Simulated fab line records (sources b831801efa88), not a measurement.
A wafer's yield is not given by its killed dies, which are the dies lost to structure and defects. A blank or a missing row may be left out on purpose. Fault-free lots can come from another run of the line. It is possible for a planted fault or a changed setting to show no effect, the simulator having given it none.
Comparing a struck lot with a sound one    flow gf180mcu    14 out of 602 route steps
Sound: wafers L500.1, L500.5, L500.6. The struck wafers were L499.4, L499.5, L499.6. The cause comes at the end.
For every step that has rows: the tool of each side, followed by ch and its chambers, followed by its first start. Under that, the readings that differ: sound wafers    struck wafers    difference of the means    sigmas: that difference in standard deviations of wafers without a fault.
alike: readings whose means differ by less than 2 such deviations, and words and numbers that are the same on both sides. not compared: withheld readings, readings that some wafer has no value for, bounds like >300 that may hide the same value, and numbers for which the record gives no deviation and whose values overlap.
Wherever a step has rows on one side only, a row that says differs or no value, or a row with sigmas, the two part there. When numbers do not overlap yet have no deviation, they are printed without sigmas and do not part them. Lack of a reading on every wafer of one side parts them only where that side has two or more wafers.

first, 2 steps without rows for these wafers: GF_M2_CLEAN_19 (cleans in DIW); GF_V2_CVD_00 (deposits SiO2, target thk 600 nm, time 100 s).
GF_V2_THK_MEAS_01:
  struck on filmMetro-01, day 26 14:07; sound on filmMetro-03, day 26 22:16
  alike: V2_CVD_00_THK
GF_V2_CVD_02: deposits SiO2 from TEOS, target thk 850 nm, time 94.851 s.
  sound on pecvd-02 ch 0,1,2, day 26 22:19; struck on pecvd-04 ch 0,1,2, day 26 14:11
  alike: heaterPowerW
GF_V2_THK_MEAS_03:
  struck on filmMetro-02, day 26 14:15; sound on filmMetro-01, day 26 22:23
  alike: V2_CVD_02_THK
GF_V2_CMP_04: polishes SiO2.
  sound on cmp-02 ch 1,2,3, day 26 22:33; struck on cmp-01 ch 2,3, day 26 14:17
  alike: motorCurrentA, timeToEndpointS
GF_V2_BOW_MEAS_05:
  struck on filmMetro-02, day 26 14:38; sound on filmMetro-02, day 26 22:45
  alike: V2_BOW
then, 5 steps without rows for these wafers: GF_V2_DEHYDRATE_06 (time 60 s); GF_V2_HMDS_07 (prime time 60 s); GF_V2_COAT_08; GF_V2_COAT_09 (resist thk 1015 nm); GF_V2_SOFTBAKE_10 (time 60 s).
GF_V2_EXPOSE_11: exposes mask Via2, target cd 260 nm.
  struck on krfScanner-01, day 27 01:07; sound on krfScanner-02 ch 0, day 27 08:42
  no value came back on the struck wafers for exposureDoseMJCm2, focusOffsetNm (nm); on the sound wafers exposureDoseMJCm2 reads 38.06 38.09 38.10
  alike: mask
then, 1 step without rows for these wafers: GF_V2_PEB_12 (peb time 90 s).

== WHERE THEY PART ==
Within this record, at GF_V2_EXPOSE_11 only.

WHY: the cause the simulator had injected
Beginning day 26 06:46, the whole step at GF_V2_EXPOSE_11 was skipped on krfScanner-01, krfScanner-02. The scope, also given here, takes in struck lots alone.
